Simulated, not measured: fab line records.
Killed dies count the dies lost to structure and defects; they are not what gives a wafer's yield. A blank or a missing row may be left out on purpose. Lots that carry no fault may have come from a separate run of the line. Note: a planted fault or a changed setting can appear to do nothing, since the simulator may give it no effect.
Matching of chambers | flow gf180mcu | 4 sister chambers for GF_CONTACT_ETCH_16 on rie-diel-01
The step etches BARC in N2/H2. 18 wafers are shown with their chamber, then 9 later ones without.

## WAFERS WITH THEIR CHAMBER
wafer  | chamber | drypump-motor-current-A (A) | rf-fwd-power-W (W) | throttle-valve-pct (%)
L074.2 | 3       | 6.1                         | 495.4              | 13.229
L074.5 | 2       | 6.3                         | 494.6              | 13.228
L074.6 | 3       | 6.1                         | 493.3              | 13.230
L079.4 | 1       | 6.0                         | 491.3              | 13.232
L079.5 | 1       | 6.0                         | 492.4              | 13.237
L079.6 | 0       | 6.0                         | 493.6              | 13.210
L080.2 | 1       | 6.0                         | 493.5              | 13.241
L080.3 | 3       | 6.1                         | 494.2              | 13.238
L080.4 | 0       | 6.0                         | 495.6              | 13.218
L083.3 | 2       | 6.3                         | 493.7              | 13.221
L083.5 | 3       | 6.1                         | 491.0              | 13.217
L083.6 | 0       | 6.0                         | 495.8              | 13.227
L084.2 | 3       | 6.1                         | 494.8              | 13.227
L084.3 | 0       | 5.9                         | 494.9              | 13.219
L084.4 | 2       | 6.3                         | 494.9              | 13.213
L087.1 | 3       | 6.1                         | 495.4              | 13.238
L087.5 | 0       | 6.0                         | 496.1              | 13.229
L087.6 | 1       | 6.0                         | 492.9              | 13.224

SIGNATURES (averages over the wafers above)
reading                 | chamber 0 | chamber 1 | chamber 2 | chamber 3 | scatter within a chamber
drypump-motor-current-A | 5.980     | 6.000     | 6.300     | 6.100     | 0.0239
rf-fwd-power-W          | 495.200   | 492.525   | 494.400   | 494.017   | 1.24
throttle-valve-pct      | 13.22060  | 13.23350  | 13.22067  | 13.22983  | 0.00762
Rule: for a wafer and a chamber, the distance is found by dividing, reading by reading, the gap between the wafer's reading and the chamber's mean by the reading's scatter, squaring, summing and taking the root. The wafer belongs to the nearest chamber; if the next one is less than 2 further off, it can't be placed. The scatter is the square root of a quotient: the sum, over the shown wafers, of each reading's squared deviation from its chamber's mean, divided by wafers minus chambers.

## WAFERS WHOSE CHAMBER IS MISSING
wafer  | drypump-motor-current-A (A) | rf-fwd-power-W (W) | throttle-valve-pct (%)
L092.1 | 6.1                         | 494.4              | 13.229
L092.5 | 6.0                         | 495.8              | 13.223
L092.6 | 6.0                         | 490.5              | 13.224
L095.2 | 6.3                         | 498.3              | 13.226
L095.3 | 6.1                         | 494.3              | 13.225
L095.6 | 6.3                         | 494.8              | 13.235
L097.4 | 6.0                         | 496.1              | 13.211
L097.5 | 5.9                         | 495.9              | 13.251
L097.6 | 6.0                         | 493.1              | 13.218

## THE CHAMBER EACH PASSED THROUGH
wafer  | from the rows above     | in truth
L092.1 | 3                       | 3
L092.5 | can't be placed: 0 or 1 | 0
L092.6 | can't be placed: 1 or 0 | 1
L095.2 | 2                       | 2
L095.3 | 3                       | 3
L095.6 | 2                       | 2
L097.4 | 0                       | 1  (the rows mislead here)
L097.5 | can't be placed: 0 or 1 | 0
L097.6 | can't be placed: 0 or 1 | 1
Correctly placed: 4 of 9. These rows do not allow placing 4 (true chamber among the candidates in 4). 1 placed wrongly.
